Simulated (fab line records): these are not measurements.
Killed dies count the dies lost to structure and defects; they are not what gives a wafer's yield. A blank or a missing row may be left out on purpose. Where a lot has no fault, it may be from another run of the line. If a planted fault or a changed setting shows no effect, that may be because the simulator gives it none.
fab line records	flow gf180mcu
[record] lots = 13	wafers = 39	last_day = 34
route steps=602 shown NWELL@53 LVPWELL@63 VT_IMPLANT@121 POLY_GATE@169
lots that met no fault: taken from a fault-free run of the same line
start_h: the number of hours between the record's first day and the start of the first shown wafer of the lot	wait_h: hours since the lot's step before	" same as the row above	L1.1+2: a single row standing in for several wafers	- no value, or no start was given	* or withheld: withheld	< > ~ a bound
route shown NAME@n: NAME is a module with steps in the file, n the number in the route of the first one	usual: average and standard deviation across the fault-free wafers	same: alike in all rows	chamber/n: place in a boat	sites: per-site readings	_std_site: the standard deviation of these	_edge_site: outer sites' mean less inner sites'	radius_mm: for every site, how far away it sits from the centre of the wafer	mask NAME#n: copy n	behind: the most recent tool/chamber to have shaped the wafer	hold: cause of the lot's hold/its duration in hours/its outcome	device: which transistor (n, p or np) failed to switch	end of line: the tests these same wafers got at the end of their route	for a step that has no rows: nothing shown but its recipe	killed: dies lost to structure and defects at the first sort, not the wafer's yield	map: shows each die of a wafer: x if killed, . if not, _ if none is there
set.NAME: the setting the step ran with; set.NAME@STEP: the setting that earlier step ran with	model.NAME: the simulator's own value behind a step, which no gauge read
steps of the route over a sample of lots; a table a step, a row a wafer
services: from which hour (start_h, from the record's first day; less than 0 if before it) a tool's chamber was out of use, for how many hours, and why
[[steps]]
[step GF_NWELL_TW_MEAS_11]
[usual] NWELL_TW = 1575/14
lot.wafer	tool	chamber	start_h	wait_h	NWELL_TW
L306.2	film_metro-01	-	55.30	0.1	1576
L306.4	"	-	"	"	1575
L306.6	"	-	"	"	1568
L307.2	film_metro-04	-	63.59	0.1	1591
L307.3	"	-	"	"	1602
L307.6	"	-	"	"	1579
L308.1	film_metro-03	-	65.48	0.1	1563
L308.2	"	-	"	"	1560
L308.5	"	-	"	"	1570
L310.3	film_metro-04	-	79.59	0.1	1593
L310.4	"	-	"	"	1587
L310.6	"	-	"	"	1580
L312.3	film_metro-01	-	87.95	0.1	1560
L312.4	"	-	"	"	1555
L312.6	"	-	"	"	1562
L313.2	film_metro-01	-	94.94	0.1	1569
L313.5	"	-	"	"	1567
L313.6	"	-	"	"	1557
L315.2	film_metro-01	-	104.55	0.1	1559
L315.3	"	-	"	"	1559
L315.4	"	-	"	"	1570
L316.1	film_metro-03	-	111.23	0.1	1569
L316.3	"	-	"	"	1573
L316.5	"	-	"	"	1564
L318.3	film_metro-04	-	120.28	0.1	1593
L318.4	"	-	"	"	1584
L318.5	"	-	"	"	1585
L323.2	film_metro-03	-	150.57	0.1	1559
L323.4	"	-	"	"	1567
L323.6	"	-	"	"	1567
L324.2	film_metro-04	-	154.32	0.1	1596
L324.4	"	-	"	"	1596
L324.6	"	-	"	"	1597
L327.1	film_metro-04	-	170.61	0.1	1595
L327.2	"	-	"	"	1587
L327.3	"	-	"	"	1586
L329.1	film_metro-04	-	185.88	0.1	1582
L329.3	"	-	"	"	1593
L329.5	"	-	"	"	1595
[step GF_LVPWELL_IMPLANT_09]
[recipe] species = B	energy_kev = 60	dose_cm2 = 5e+12	tilt_deg = 0
[usual] beam_energy_keV = 60.000/0.02	tilt_deg = 0.002/0.021
[same] implant_ion_amu = 11
lot.wafer	tool	chamber	start_h	wait_h	beam_energy_keV	tilt_deg
L306.2	implanter-01	0	67.66	0.1	60.010	-0.011
L306.4	"	0	"	"	59.993	-0.026
L306.6	"	0	"	"	59.990	-0.024
L307.2	implanter-03	0	76.53	0.1	60.031	0.015
L307.3	"	0	"	"	60.022	0.060
L307.6	"	0	"	"	60.020	0.027
L308.1	implanter-01	0	78.64	0.1	59.973	0.004
L308.2	"	0	"	"	59.965	0.019
L308.5	"	0	"	"	59.982	0.025
L310.3	implanter-02	0	92.71	0.1	59.980	-0.009
L310.4	"	0	"	"	60.013	-0.032
L310.6	"	0	"	"	60.011	-0.008
L312.3	implanter-02	0	101.91	0.1	59.991	0.001
L312.4	"	0	"	"	59.986	-0.004
L312.6	"	0	"	"	59.973	0.006
L313.2	implanter-03	0	108.91	0.1	59.991	0.011
L313.5	"	0	"	"	59.992	0.003
L313.6	"	0	"	"	60.008	-0.001
L315.2	implanter-02	0	118.51	0.1	56.191	-0.027
L315.3	"	0	"	"	56.222	0.032
L315.4	"	0	"	"	56.154	0.001
L316.1	implanter-03	0	125.24	0.1	59.974	0.042
L316.3	"	0	"	"	60.023	0.021
L316.5	"	0	"	"	60.012	0.009
L318.3	implanter-02	0	135.48	0.1	56.192	-0.002
L318.4	"	0	"	"	56.193	0.006
L318.5	"	0	"	"	56.204	0.014
L323.2	implanter-01	0	165.78	0.1	60.018	0.001
L323.4	"	0	"	"	60.009	-0.004
L323.6	"	0	"	"	60.014	0.005
L324.2	implanter-03	0	170.16	0.1	59.985	0.009
L324.4	"	0	"	"	59.999	0.021
L324.6	"	0	"	"	60.023	0.035
L327.1	implanter-03	0	187.58	0.1	59.985	-0.014
L327.2	"	0	"	"	60.007	0.014
L327.3	"	0	"	"	59.980	-0.020
L329.1	implanter-01	0	202.93	0.1	59.988	0.017
L329.3	"	0	"	"	60.001	-0.020
L329.5	"	0	"	"	59.989	0.015
[step GF_VT_IMPLANT_STRIP_31]
[recipe] chemistry = O2/N2	power_w = 1400	pressure_mtorr = 1500	platen_temp_c = 250	o2_flow_sccm = 3000	n2_flow_sccm = 300	overash_fraction = 0.5
[usual] drypump_motor_current_A = 5.98/0.3	heater_power_w = 345/37	oes_product_au = 0.716/0.0044	strip_time_to_endpoint_s = 12.61/0.038
lot.wafer	tool	chamber	start_h	wait_h	drypump_motor_current_A	heater_power_w	oes_product_au	rf_hours_counter_h	strip_time_to_endpoint_s
L306.2	plasma_asher-02	0	138.11	0.1	5.95	314	0.721	2	12.62
L306.4	"	1	"	"	6.13	314	0.717	-	12.61
L306.6	"	1	"	"	6.14	312	0.713	-	12.65
L307.2	plasma_asher-04	0	148.66	0.1	6.24	407	0.720	49	12.59
L307.3	"	0	"	"	6.25	411	0.721	-	12.60
L307.6	"	0	"	"	6.26	400	0.714	-	12.61
L308.1	plasma_asher-03	1	151.19	0.1	6.08	338	0.718	36	12.57
L308.2	"	0	"	"	5.34	364	0.718	36	12.57
L308.5	"	1	"	"	6.06	343	0.715	-	12.61
L310.3	plasma_asher-04	0	167.17	0.1	6.25	410	0.721	-	12.60
L310.4	"	1	"	"	6.07	323	0.715	-	12.61
L310.6	"	1	"	"	6.09	322	0.716	-	12.64
L312.3	plasma_asher-04	1	179.12	0.1	6.08	327	0.717	-	12.58
L312.4	"	0	"	"	6.25	408	0.711	-	12.64
L312.6	"	1	"	"	6.07	316	0.708	-	12.62
L313.2	plasma_asher-02	1	187.88	0.1	6.10	308	0.712	6	12.63
L313.5	"	1	"	"	6.14	301	0.715	-	12.66
L313.6	"	0	"	"	5.93	311	0.718	-	12.61
L315.2	plasma_asher-03	1	198.38	0.1	6.06	337	0.714	41	12.59
L315.3	"	1	"	"	6.05	336	0.714	-	12.63
L315.4	"	0	"	"	5.33	368	0.712	-	12.61
L316.1	plasma_asher-04	1	206.91	0.1	6.06	324	0.716	55	12.59
L316.3	"	1	"	"	6.07	319	0.709	-	12.57
L316.5	"	1	"	"	6.05	319	0.713	-	12.57
L318.3	plasma_asher-03	0	217.07	0.1	5.30	369	0.716	-	12.60
L318.4	"	1	"	"	6.05	338	0.713	-	12.60
L318.5	"	0	"	"	5.28	366	0.718	-	12.54
L323.2	plasma_asher-04	1	255.83	0.1	6.07	322	0.722	60	12.51
L323.4	"	0	"	"	6.25	417	0.721	-	12.59
L323.6	"	0	"	"	6.23	407	0.712	-	12.57
L324.2	plasma_asher-03	0	259.73	0.1	5.32	358	0.727	47	12.65
L324.4	"	1	"	"	6.11	341	0.714	-	12.69
L324.6	"	0	"	"	5.31	354	0.714	-	12.66
L327.1	plasma_asher-02	0	278.78	0.1	5.93	306	0.717	16	12.64
L327.2	"	1	"	"	6.09	313	0.717	16	12.62
L327.3	"	1	"	"	6.10	312	0.718	-	12.64
L329.1	plasma_asher-04	1	295.83	0.1	6.07	322	0.709	65	12.65
L329.3	"	0	"	"	6.22	419	0.710	-	12.66
L329.5	"	0	"	"	6.24	411	0.713	-	12.60
[step GF_POLY_GATE_ETCH_12]
[recipe] chemistry = N2/H2	target_depth_a = withheld	overetch_a = withheld	time_s = withheld	target = BARC	ion_energy_ev = 200	source_w = 500	bias_w = 100	pressure_mtorr = 30	n2_flow_sccm = 100	h2_flow_sccm = 200
[usual] drypump_motor_current_A = 5.7/0.46	oes_product_au = 0.736/0.0042	throttle_valve_pct = 13.214/0.0082
lot.wafer	tool	chamber	start_h	wait_h	drypump_motor_current_A	oes_product_au	throttle_valve_pct
L306.2	rie_diel-03	0	192.63	0.0	5.6	0.737	13.209
L306.4	"	1	"	"	6.6	0.741	13.225
L306.6	"	3	"	"	5.4	0.734	13.207
L307.2	rie_diel-01	0	203.90	0.0	5.6	0.733	13.217
L307.3	"	2	"	"	6.3	0.732	13.226
L307.6	"	1	"	"	4.9	0.732	13.207
L308.1	rie_diel-04	1	207.26	0.0	6.0	0.735	13.216
L308.2	"	0	"	"	5.6	0.734	13.223
L308.5	"	2	"	"	5.4	0.734	13.231
L310.3	rie_diel-04	3	225.50	0.0	5.9	0.741	13.216
L310.4	"	1	"	"	6.0	0.729	13.231
L310.6	"	2	"	"	5.4	0.730	13.204
L312.3	rie_diel-03	3	237.33	0.0	5.4	0.729	13.205
L312.4	"	0	"	"	5.7	0.733	13.206
L312.6	"	1	"	"	6.6	0.737	13.214
L313.2	rie_diel-01	3	249.08	0.0	5.4	0.738	13.204
L313.5	"	2	"	"	6.3	0.733	13.207
L313.6	"	1	"	"	4.9	0.728	13.207
L315.2	rie_diel-04	0	259.40	0.0	5.6	0.731	13.210
L315.3	"	3	"	"	6.0	0.736	13.224
L315.4	"	2	"	"	5.3	0.742	13.214
L316.1	rie_diel-03	0	268.48	0.0	5.6	0.732	13.208
L316.3	"	2	"	"	5.8	0.734	13.219
L316.5	"	0	"	"	5.6	0.735	13.218
L318.3	rie_diel-01	2	278.87	0.0	6.4	0.733	13.221
L318.4	"	0	"	"	5.6	0.738	13.218
L318.5	"	1	"	"	4.9	0.737	13.209
L323.2	rie_diel-03	1	326.77	0.0	6.6	0.738	13.216
L323.4	"	3	"	"	5.4	0.735	13.209
L323.6	"	2	"	"	5.8	0.738	13.210
L324.2	rie_diel-01	0	335.50	0.0	5.5	0.733	13.202
L324.4	"	3	"	"	5.4	0.728	13.213
L324.6	"	2	"	"	6.3	0.736	13.210
L327.1	rie_diel-03	2	350.72	0.0	5.8	0.736	13.218
L327.2	"	3	"	"	5.4	0.737	13.216
L327.3	"	1	"	"	6.6	0.727	13.202
L329.1	rie_diel-04	0	366.02	0.0	5.6	0.734	13.210
L329.3	"	2	"	"	5.4	0.729	13.222
L329.5	"	0	"	"	5.6	0.737	13.221
[[services]]
tool	chamber	start_h	hours	kind
rie_diel-01	3	53.41	16.3	repair
implanter-03	-	53.97	6.8	repair
rie_diel-03	-	56.31	2.8	pm
rie_diel-03	-	119.72	1.0	repair
rie_diel-01	0	138.54	5.5	repair
rie_diel-01	2	150.85	3.4	repair
rie_diel-04	3	153.01	8.7	repair
rie_diel-01	2	171.84	2.4	repair
plasma_asher-03	-	173.56	0.5	repair
plasma_asher-03	-	176.81	2.4	repair
rie_diel-04	-	182.84	2.8	pm
rie_diel-01	3	197.40	4.3	repair
rie_diel-04	3	209.68	3.3	repair
implanter-02	-	210.45	2.3	repair
rie_diel-04	1	216.45	2.8	repair
implanter-01	-	218.23	1.8	repair
implanter-01	-	221.38	2.5	pm
rie_diel-04	2	255.18	1.3	repair
implanter-03	-	255.34	2.7	pm
rie_diel-01	1	256.47	10.2	repair
plasma_asher-03	-	266.85	33.5	repair
rie_diel-04	0	293.20	7.0	repair
plasma_asher-04	-	317.19	0.8	repair
implanter-03	-	328.12	1.6	repair
[[key]]
[first_sign] step = GF_LVPWELL_IMPLANT_09	reading = beam_energy_keV	direction = down	sigmas = 99+	usual = 60.000	struck = 56.193
effect none on later readings
met_at GF_LVPWELL_IMPLANT_09
struck_lots L315,L318
tester_left_out L315,L318
not_acting_at GF_NWELL_TW_MEAS_11,GF_VT_IMPLANT_STRIP_31,GF_POLY_GATE_ETCH_12
onset_between 101.91 118.51
[fault] kind = process_parameter_drift	tool = implanter-02	chamber = -	onset_h = 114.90	steps = GF_LVPWELL_IMPLANT_09	channel = energy_kev	offset = -3.8025	shape = step	end_h = 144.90	acts_in = these_recipes_only	stated = 60
// tester_left_out: of these lots the tester's yield and bins aren't shown, on N5 and GAA mostly nor the transistor test; their killed dies are dies lost to structure and defects alone, not to doping, threshold or leakage, so they don't give the yield
